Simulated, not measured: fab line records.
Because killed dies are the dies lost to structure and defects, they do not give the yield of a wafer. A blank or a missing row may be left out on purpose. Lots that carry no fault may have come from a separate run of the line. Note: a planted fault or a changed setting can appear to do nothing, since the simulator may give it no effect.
fab line records | flow sky130
record lots=14 wafers=42 lastDay=50
route steps=708 shown VT_ADJUST_HVTP@93 VT_ADJUST_LVTN@106 SONOS_TUNNEL@162 SONOS_ONO@180
lots with no fault: from the same line, run without faults
startH: hours from the record's first day to the start of the lot's first wafer shown | waitH: time in hours since the lot's previous step | " repeats the value in the row above | L1.1+2: a single row standing in for several wafers | - either no value or no given start | * or withheld: withheld | < > ~ a bound
route shown NAME@n: a module of which the file shows steps, and the number in the route of the first | usual: the fault-free wafers' mean and standard deviation | same: alike in all rows | chamber/n: place in a boat | sites: readings site by site | _std_site: how widely they spread, as a standard deviation | _edge_site: mean of outer sites minus mean of inner sites | radiusMm: how far each site lies from the wafer's centre | mask NAME#n: copy n | behind: the last tool/chamber to shape the wafer | hold: what put the lot on hold/how long, in hours/how the hold closed | device: whichever transistor did not switch (one of n, p or np) | end of line: the same wafers' tests at the end of the route | step lacking rows: just its recipe | killed: dies lost to structure and defects at the first sort, not the wafer's yield | map: shows each die of a wafer: x if killed, . if not, _ if none is there
set.NAME: the setting that was run; set.NAME@STEP: the one run at that earlier step | model.NAME: the simulator's own value behind a step, which no gauge read
one table for each step of the route and one row for each wafer, over a sample of lots
services: when a tool's chamber went out of use (startH, in hours from the record's first day, below 0 if earlier), for how many hours, and the reason
## steps
# step SKY_VT_ADJUST_HVTP_OVL_MEAS_08
# usual VT_ADJUST_HVTP_OVL=-0.4/1.4
# columns lot.wafer tool chamber startH waitH VT_ADJUST_HVTP_OVL[nm]
L606.2 overlay-01 - 123.99 0.1 0.4
L606.3 " - " " 0.1
L606.6 " - " " 1.7
L607.1 overlay-01 - 132.44 0.1 1.6
L607.2 " - " " -1.2
L607.5 " - " " 1.1
L609.1 overlay-02 - 145.71 0.1 1.7
L609.4 " - " " 1.4
L609.5 " - " " 0.2
L610.2 overlay-02 - 148.42 0.1 1.7
L610.5 " - " " 1.3
L610.6 " - " " 0.6
L612.1 overlay-01 - 159.64 0.1 -1.5
L612.5 " - " " -0.7
L612.6 " - " " -0.3
L613.1 overlay-02 - 165.34 0.1 -2.5
L613.4 " - " " -0.3
L613.6 " - " " -1.5
L614.2 overlay-02 - 179.54 0.1 0.7
L614.3 " - " " 0.6
L614.5 " - " " 0.6
L615.1 overlay-01 - 181.31 0.1 -1.8
L615.2 " - " " -1.4
L615.6 " - " " -2.1
L621.1 overlay-02 - 221.74 0.1 -1.0
L621.4 " - " " -1.6
L621.6 " - " " -0.7
L622.4 overlay-01 - 224.76 0.1 -0.6
L622.5 " - " " -1.5
L622.6 " - " " -1.5
L625.2 overlay-02 - 246.30 0.1 -2.7
L625.4 " - " " 0.0
L625.6 " - " " -2.0
L626.2 overlay-02 - 253.15 0.1 2.5
L626.5 " - " " 1.9
L626.6 " - " " 2.3
L627.1 overlay-01 - 264.19 0.1 0.6
L627.4 " - " " -1.2
L627.5 " - " " 0.2
L628.3 overlay-01 - 271.40 0.1 -2.3
L628.4 " - " " -1.3
L628.6 " - " " -0.8
# step SKY_VT_ADJUST_LVTN_STRIP_09
# recipe chemistry=O2/N2 powerW=1400 pressureMtorr=1500 platenTempC=withheld o2FlowSccm=3000 n2FlowSccm=300 overashFraction=0.5
# usual drypumpMotorCurrentA=6.0/0.5 oesProductAu=0.722/0.0044 stripTimeToEndpointS=36.91/0.11
# columns lot.wafer tool chamber startH waitH drypumpMotorCurrentA oesProductAu rfHoursCounterH stripTimeToEndpointS
L606.2 plasmaAsher-03 1 143.23 0.1 5.8 0.723 45 36.86
L606.3 " 0 " " 6.8 0.718 - 36.85
L606.6 " 1 " " 5.8 0.718 - 36.90
L607.1 plasmaAsher-03 1 152.21 0.1 5.8 0.716 46 36.94
L607.2 " 0 " " 6.8 0.718 46 36.92
L607.5 " 1 " " 5.8 0.731 - 36.92
L609.1 plasmaAsher-01 1 165.52 0.1 5.8 0.719 4 36.89
L609.4 " 1 " " 5.8 0.724 - 36.96
L609.5 " 1 " " 5.8 0.723 - 37.00
L610.2 plasmaAsher-03 1 168.88 0.1 5.8 0.724 47 37.06
L610.5 " 0 " " 6.7 0.725 - 37.03
L610.6 " 1 " " 5.8 0.720 - 36.95
L612.1 plasmaAsher-04 1 180.91 0.1 5.9 0.720 36 36.88
L612.5 " 0 " " 5.4 0.731 - 36.85
L612.6 " 1 " " 5.9 0.727 - 37.00
L613.1 plasmaAsher-03 0 186.96 0.1 6.8 0.726 49 36.84
L613.4 " 1 " " 5.8 0.718 - 37.02
L613.6 " 1 " " 5.8 0.720 - 36.77
L614.2 plasmaAsher-03 1 201.18 0.1 5.8 0.722 50 36.87
L614.3 " 0 " " 6.7 0.720 - 36.86
L614.5 " 0 " " 6.7 0.717 - 36.81
L615.1 plasmaAsher-03 0 203.88 0.1 6.8 0.715 51 37.03
L615.2 " 1 " " 5.8 0.720 51 36.97
L615.6 " 1 " " 5.8 0.720 - 36.80
L621.1 plasmaAsher-04 0 245.52 0.1 5.4 0.725 42 37.01
L621.4 " 1 " " 5.9 0.716 - 36.95
L621.6 " 1 " " 5.9 0.717 - 36.89
L622.4 plasmaAsher-03 1 249.16 0.1 5.8 0.722 - 36.81
L622.5 " 0 " " 6.7 0.715 - 36.77
L622.6 " 1 " " 5.8 0.719 - 36.77
L625.2 plasmaAsher-04 1 274.36 0.1 5.9 0.729 45 36.82
L625.4 " 1 " " 5.9 0.717 - 36.86
L625.6 " 0 " " 5.3 0.722 - 36.86
L626.2 plasmaAsher-04 1 277.92 0.1 5.9 0.710 46 36.86
L626.5 " 0 " " 5.3 0.726 - 36.91
L626.6 " 1 " " 5.9 0.719 - 36.98
L627.1 plasmaAsher-04 1 289.11 0.1 5.9 0.726 47 36.83
L627.4 " 1 " " 5.9 0.730 - 36.88
L627.5 " 1 " " 5.9 0.712 - 36.86
L628.3 plasmaAsher-04 1 296.75 0.1 5.9 0.725 - 36.77
L628.4 " 0 " " 5.3 0.725 - 36.86
L628.6 " 1 " " 5.9 0.724 - 36.77
# step SKY_SONOS_TUNNEL_OVL_MEAS_08
# usual SONOS_TUNNEL_OVL=-0.2/1.4
# columns lot.wafer tool chamber startH waitH SONOS_TUNNEL_OVL[nm]
L606.2 overlay-02 - 253.87 0.1 0.7
L606.3 " - " " 1.0
L606.6 " - " " -0.1
L607.1 overlay-02 - 264.40 0.1 -0.5
L607.2 " - " " -1.6
L607.5 " - " " -0.7
L609.1 overlay-02 - 280.25 0.1 1.6
L609.4 " - " " -0.4
L609.5 " - " " 0.9
L610.2 overlay-01 - 285.27 0.1 -0.7
L610.5 " - " " 0.6
L610.6 " - " " 0.9
L612.1 overlay-01 - 299.86 0.1 1.5
L612.5 " - " " 0.4
L612.6 " - " " 0.0
L613.1 overlay-02 - 305.55 0.1 1.2
L613.4 " - " " 0.1
L613.6 " - " " 1.1
L614.2 overlay-01 - 324.27 0.1 0.0
L614.3 " - " " 0.3
L614.5 " - " " 0.1
L615.1 overlay-02 - 327.94 0.1 -0.2
L615.2 " - " " -0.4
L615.6 " - " " 0.2
L621.1 overlay-02 - 373.35 0.1 1.6
L621.4 " - " " -0.3
L621.6 " - " " 1.3
L622.4 overlay-01 - 380.68 0.1 -2.9
L622.5 " - " " -4.6
L622.6 " - " " -4.7
L625.2 overlay-01 - 410.05 0.1 -2.4
L625.4 " - " " -1.7
L625.6 " - " " -2.5
L626.2 overlay-02 - 414.80 0.1 0.5
L626.5 " - " " 0.9
L626.6 " - " " 0.3
L627.1 overlay-02 - 428.54 0.1 -0.4
L627.4 " - " " -0.5
L627.5 " - " " 0.9
L628.3 overlay-01 - 436.35 0.1 1.4
L628.4 " - " " 0.2
L628.6 " - " " -0.4
# step SKY_SONOS_ONO_DEVELOP_12
# recipe developTimeS=60 devTempC=23
# usual chillPlateTempC=22.97/0.094 developTimeS=60/0
# columns lot.wafer tool chamber startH waitH chillPlateTempC developTimeS
L606.2 lithoTrack-04 0 285.30 0.1 23.05 60
L606.3 " 0 " " 23.08 60
L606.6 " 0 " " 22.96 60
L607.1 lithoTrack-04 0 293.72 0.1 22.84 60
L607.2 " 0 " " 22.79 60
L607.5 " 0 " " 22.78 60
L609.1 lithoTrack-02 0 314.58 0.1 22.97 60
L609.4 " 0 " " 22.89 60
L609.5 " 0 " " 23.05 60
L610.2 lithoTrack-03 0 319.49 0.1 23.01 60
L610.5 " 0 " " 22.93 60
L610.6 " 0 " " 23.06 60
L612.1 lithoTrack-03 0 335.56 0.1 22.94 60
L612.5 " 0 " " 23.01 60
L612.6 " 0 " " 23.03 60
L613.1 lithoTrack-04 0 338.32 0.1 22.86 60
L613.4 " 0 " " 22.82 60
L613.6 " 0 " " 22.81 60
L615.1 lithoTrack-02 0 362.98 0.1 22.93 60
L615.2 " 0 " " 22.97 60
L615.6 " 0 " " 22.92 60
L614.2 lithoTrack-02 0 363.30 0.1 23.00 60
L614.3 " 0 " " 22.99 60
L614.5 " 0 " " 23.05 60
L621.1 lithoTrack-04 - 407.87 0.1 - -
L621.4 " - " " - -
L621.6 " - " " - -
L622.4 lithoTrack-02 - 417.65 0.1 - -
L622.5 " - " " - -
L622.6 " - " " - -
L625.2 lithoTrack-02 0 447.50 0.1 22.89 60
L625.4 " 0 " " 22.88 60
L625.6 " 0 " " 23.07 60
L626.2 lithoTrack-04 0 451.40 0.1 23.12 60
L626.5 " 0 " " 22.88 60
L626.6 " 0 " " 23.14 60
L627.1 lithoTrack-04 0 464.92 0.1 22.96 60
L627.4 " 0 " " 23.01 60
L627.5 " 0 " " 23.07 60
L628.3 lithoTrack-02 0 473.08 0.1 23.17 60
L628.4 " 0 " " 23.07 60
L628.6 " 0 " " 22.99 60
## services
# columns tool chamber startH hours kind
plasmaAsher-01 - 240.21 0.8 repair
plasmaAsher-03 - 421.25 9.0 pm
plasmaAsher-03 0 421.25 9.0 ventCycle
plasmaAsher-03 1 421.25 9.0 ventCycle
plasmaAsher-03 0 430.25 - clean
plasmaAsher-03 1 430.25 - clean
plasmaAsher-01 - 459.42 1.8 repair
## key
firstSign step=SKY_SONOS_ONO_DEVELOP_12 reading=toolRecord direction=missing
effect none on later readings
metAt SKY_SONOS_ONO_DEVELOP_12
struckLots L621,L622
laterRowsLeftOut L621.1,L621.4,L621.6,L622.4,L622.5,L622.6
sortLeftOut L621.1,L621.4,L621.6,L622.4,L622.5,L622.6
testerLeftOut L621,L622
notActingAt SKY_VT_ADJUST_HVTP_OVL_MEAS_08,SKY_VT_ADJUST_LVTN_STRIP_09,SKY_SONOS_TUNNEL_OVL_MEAS_08
onsetBetween 363.30 407.87
fault kind=skippedStepWhole tool=lithoTrack-02,lithoTrack-04 chamber=- onsetH=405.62 steps=SKY_SONOS_ONO_DEVELOP_12 scope=struckLotsOnly
# testerLeftOut: of these lots the tester's yield and bins aren't shown, on N5 and GAA mostly nor the transistor test; their killed dies are dies lost to structure and defects alone, not to doping, threshold or leakage, so they don't give the yield
# sortLeftOut: the simulated sort isn't trusted on such a fault, so these wafers' sort isn't shown, and their yield isn't known
# laterRowsLeftOut: the simulator's readings of these wafers behind a module that went badly wrong aren't trusted and aren't shown, but for the sort
